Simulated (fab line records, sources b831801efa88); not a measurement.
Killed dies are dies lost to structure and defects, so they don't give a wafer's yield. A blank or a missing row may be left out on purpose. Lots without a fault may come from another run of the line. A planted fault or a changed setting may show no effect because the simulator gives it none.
Chamber matching | flow sky130 | SKY_FIELD_ISO_ETCH_17 on rie_si-01: 4 sister chambers
The step etches Si in HBr/Cl2/O2, target depth 342 nm, time 97.7 s. 18 wafers are shown with their chamber, then 9 later ones without.

WAFERS WITH THEIR CHAMBER
wafer  | chamber | oes_product_au (a.u.) | throttle_valve_pct (%)
L429.1 | 3       | 0.992                 | 25.663
L429.4 | 2       | 1.007                 | 25.658
L429.5 | 3       | 1.002                 | 25.657
L430.1 | 1       | 1.007                 | 25.662
L430.4 | 2       | 1.009                 | 25.633
L430.6 | 2       | 1.010                 | 25.653
L433.3 | 2       | 1.007                 | 25.656
L433.5 | 1       | 0.998                 | 25.640
L433.6 | 2       | 1.014                 | 25.639
L436.1 | 1       | 0.998                 | 25.647
L436.2 | 0       | 1.010                 | 25.658
L436.5 | 0       | 1.017                 | 25.638
L441.1 | 3       | 1.000                 | 25.654
L441.3 | 2       | 0.988                 | 25.656
L441.6 | 1       | 1.007                 | 25.659
L442.1 | 2       | 0.991                 | 25.648
L442.3 | 1       | 1.003                 | 25.652
L442.6 | 1       | 1.008                 | 25.645

SIGNATURES (means of the wafers above)
reading            | chamber 0 | chamber 1 | chamber 2 | chamber 3 | scatter within a chamber
oes_product_au     | 1.01350   | 1.00350   | 1.00371   | 0.99800   | 0.00751
throttle_valve_pct | 25.64800  | 25.65083  | 25.64900  | 25.65800  | 0.00907
Rule: a wafer's distance from a chamber is the root of the sum, over the readings, of the square of ((its reading less the chamber's mean) divided by the reading's scatter). The wafer belongs to the nearest chamber; if the next one is less than 2 further off, it can't be placed. The scatter: the root of (the sum of the squares of (reading less its chamber's mean) over the shown wafers, divided by (wafers less chambers)).

WAFERS WITHOUT THEIR CHAMBER
wafer  | oes_product_au (a.u.) | throttle_valve_pct (%)
L445.1 | 1.009                 | 25.657
L445.4 | 1.007                 | 25.643
L445.5 | 1.015                 | 25.646
L446.3 | 0.999                 | 25.654
L446.4 | 1.003                 | 25.637
L446.5 | 0.998                 | 25.664
L450.1 | 1.001                 | 25.658
L450.5 | 1.001                 | 25.645
L450.6 | 1.000                 | 25.649

WHICH CHAMBER EACH WENT THROUGH
wafer  | from the rows above               | in truth
L445.1 | can't be placed: 1 or 2 or 0 or 3 | 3
L445.4 | can't be placed: 2 or 1 or 0 or 3 | 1
L445.5 | can't be placed: 0 or 2 or 1      | 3
L446.3 | can't be placed: 3 or 1 or 2 or 0 | 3
L446.4 | can't be placed: 2 or 1 or 0 or 3 | 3
L446.5 | can't be placed: 3 or 1 or 2      | 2
L450.1 | can't be placed: 3 or 1 or 2 or 0 | 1
L450.5 | can't be placed: 2 or 1 or 3 or 0 | 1
L450.6 | can't be placed: 2 or 1 or 3 or 0 | 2
Placed correctly: 0 of 9. Can't be placed from these rows: 9 (the true chamber is among the candidates in 8). Placed wrongly: 0.
